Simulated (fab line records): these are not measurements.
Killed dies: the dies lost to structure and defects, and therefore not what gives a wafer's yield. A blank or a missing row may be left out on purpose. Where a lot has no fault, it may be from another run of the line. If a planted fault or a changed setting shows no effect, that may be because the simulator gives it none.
Code-filled problem report in 8D (eight disciplines) form :: flow sfqLine :: the parts of the form that need people (team, actions taken, sign-off) are left out

== 1. PROBLEM STATEMENT ==
exposureDoseMJCm2 at SFQ_TRILAYER_M0_LITHO_EXPOSE_022 reads a mean of 9.104 on 6 wafers of 2 lots; wafers without a fault read 14.399 with a standard deviation of 0.014. That is -99 or more standard deviations from the usual mean.
The step: exposes mask M0, target cd 500 nm.
Seen first at day 19 02:49 on krfScanner-01, wafer L821.3. The record has a number at this step for 42 wafers belonging to 14 lots. Rule for "out" (also "out of limits"): further than 4 standard deviations from the usual mean. The rest of the wafers with a number are treated as sound.

== 2. WHAT IT IS, WHAT IT ISN'T ==
question: which readings at this step
is: exposureDoseMJCm2
is not: -

question: which lots
is: L821, L822
is not: L802, L804, L806, L808, L811, L812, L813, L816, L817, L820, L824, L825

question: which wafers of those lots
is: all that have a number
is not: -

question: read on which tools
is: krfScanner-01
is not: krfScanner-02

question: when
is: from day 19 02:49
is not: up to then (30 sound wafers); but 6 sound wafers of L824, L825 came after

== 3. THE SUSPECTS, EACH WITH WHAT RULES IT OUT ==
Counting: any tool at a process step up to the reading is kept as a suspect provided that every lot that is out went through it and no sound lot did after the first of them.
- krfScanner-01 at SFQ_TRILAYER_M0_LITHO_EXPOSE_022 (exposes mask M0, target cd 500 nm): kept. All lots that are out passed through it, beginning with L821 at day 19 02:49, and no sound lot followed; its final sound lot before that point was L817 at day 17 09:50. On those wafers its own readings are out: exposureDoseMJCm2.
Left after counting: krfScanner-01 at SFQ_TRILAYER_M0_LITHO_EXPOSE_022.

== 4. THE CAUSE (what the simulator had put in) ==
Drift in process parameters on krfScanner-01 at SFQ_TRILAYER_M0_LITHO_EXPOSE_022, starting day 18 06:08. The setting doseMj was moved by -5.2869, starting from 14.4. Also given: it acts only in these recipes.
The count eliminated every tool but this one.

== 5. THE CHAIN OF EFFECTS, in route order ==
Each row: a reading where the mean over the struck wafers with a number is more than 3 standard deviations away from the usual. Only readings whose record carries a usual standard deviation are examined. hours: median over the lots of the time between each lot's start at the first step of this table that gives one and its start at this step. sigmas: the change, counted in usual standard deviations.
hours: 0
step: SFQ_TRILAYER_M0_LITHO_EXPOSE_022
reading: exposureDoseMJCm2
usual: 14.399
on struck wafers: 9.104
change: -5.294
sigmas: -99 or more
Here are the process steps it includes:
- SFQ_TRILAYER_M0_LITHO_EXPOSE_022: exposes mask M0, target cd 500 nm.
Later steps that measure or inspect, where all struck wafers having a row at the step show a number for every such reading and not one has moved that far: SFQ_I0_OVL_MEAS_908, SFQ_I2_BOW_MEAS_917.

== 6. HOW IT WOULD HAVE BEEN CAUGHT EARLIER ==
In this record the first reading out of limits was taken at day 19 02:49, 21 hours after the fault began at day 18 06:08.
